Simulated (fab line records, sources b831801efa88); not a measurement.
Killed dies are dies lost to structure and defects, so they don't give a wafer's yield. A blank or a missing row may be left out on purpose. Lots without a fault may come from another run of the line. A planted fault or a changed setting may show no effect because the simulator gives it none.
A struck lot beside a sound one | flow sky130 | 17 steps out of a route of 708
Sound: wafers L560.1, L560.2, L560.3. Struck: wafers L566.1, L566.5, L566.6. The cause comes at the end.
At each step with rows: each side's tool, then ch and its chambers, then its first start. Under that, the readings that differ: sound wafers | struck wafers | difference of the means | sigmas: that difference in standard deviations of wafers without a fault.
alike: readings whose means differ by less than 2 such deviations, and words and numbers that are the same on both sides. not compared: withheld readings, readings that some wafer has no value for, bounds like >300 that may hide the same value, and numbers for which the record gives no deviation and whose values overlap.
The two part at a step that has a row with sigmas, a row that says differs or no value, or rows on one side only. Numbers that don't overlap but have no deviation are shown without sigmas and don't part them. A reading that every wafer of one side lacks parts them only if that side has two wafers or more.

first, 3 steps without rows for these wafers: SKY_SONOS_ONO_WET_ETCH_18 (etches Si3N4 in H3PO4, target depth 15 nm, time 172 s); SKY_GATE_OXIDE_CLEAN_00 (cleans in SC1/SC2, time 150 s); SKY_GATE_OXIDE_OXIDATION_01 (stabilise 600 s, purge 300 s, target thk 10.268 nm).
SKY_GATE_OXIDE_THK_MEAS_02:
  sound on film_metro-03, day 13 09:59; struck on film_metro-03, day 15 04:51
  alike: GATE_OXIDE_OXIDATION_00_THK
then, 7 steps without rows for these wafers: SKY_GATE_OXIDE_DEHYDRATE_03 (time 60 s); SKY_GATE_OXIDE_HMDS_04 (prime time 60 s); SKY_GATE_OXIDE_COAT_05 (resist thk 1140 nm); SKY_GATE_OXIDE_SOFTBAKE_06 (time 60 s); SKY_GATE_OXIDE_EXPOSE_07 (exposes mask LVOM, target cd 600 nm); SKY_GATE_OXIDE_PEB_08; SKY_GATE_OXIDE_DEVELOP_09 (develop time 60 s).
SKY_GATE_OXIDE_OVL_MEAS_10:
  sound on overlay-01, day 14 11:55; struck on overlay-01, day 16 08:08
  alike: GATE_OXIDE_OVL
SKY_GATE_OXIDE_IMPLANT_11:
  sound on implanter-02 ch 0, day 14 11:57; struck on implanter-02 ch 0, day 16 08:10
  reading            | sound                            | struck                           | difference  | sigmas
  beam_on_s (s)      | 10.06 9.90 9.75                  | 10.25 10.00 10.62                | +0.39       | +2
  dose_ions_cm2      | 2.6023e+12 2.6035e+12 2.6033e+12 | 1.0199e+13 1.0195e+13 1.0194e+13 | +7.5930e+12 | +99 or more
  faraday_current_uA | 14.56 14.76 15.03                | 56.36 57.61 53.98                | +41.20      | +99 or more
then, 1 step without rows for these wafers: SKY_GATE_OXIDE_WET_ETCH_12 (etches SiO2 in dHF, target depth 16.8 nm, time 336 s).
SKY_GATE_OXIDE_STRIP_13: strips in O2/N2.
  sound on plasma_asher-01 ch 0,1, day 14 12:12; struck on plasma_asher-03 ch 0,1, day 16 08:25
  reading                      | sound             | struck            | difference | sigmas
  strip_time_to_endpoint_s (s) | 14.14 14.15 14.12 | 14.28 14.28 14.28 | +0.14      | +3
  alike: chamber_pressure_mTorr, drypump_motor_current_A, n2_flow_sccm, o2_flow_sccm, oes_product_au
  not compared: rf_hours_counter_h
SKY_GATE_OXIDE_TW_MEAS_14:
  sound on film_metro-04, day 14 12:18; struck on film_metro-03, day 16 08:31
  reading       | sound             | struck            | difference | sigmas
  GATE_OXIDE_TW | 223.6 222.7 222.7 | 339.1 338.1 336.9 | +115.0     | +82
then, 1 step without rows for these wafers: SKY_GATE_OXIDE_CLEAN_15 (cleans in SC1/SC2, time 150 s).

WHERE THEY PART
First at SKY_GATE_OXIDE_IMPLANT_11; last, within this record, at SKY_GATE_OXIDE_TW_MEAS_14.

WHY: what the simulator had put in
Process parameter drift: implanter-02, from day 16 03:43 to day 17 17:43, at SKY_GATE_OXIDE_IMPLANT_11. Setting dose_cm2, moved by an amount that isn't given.
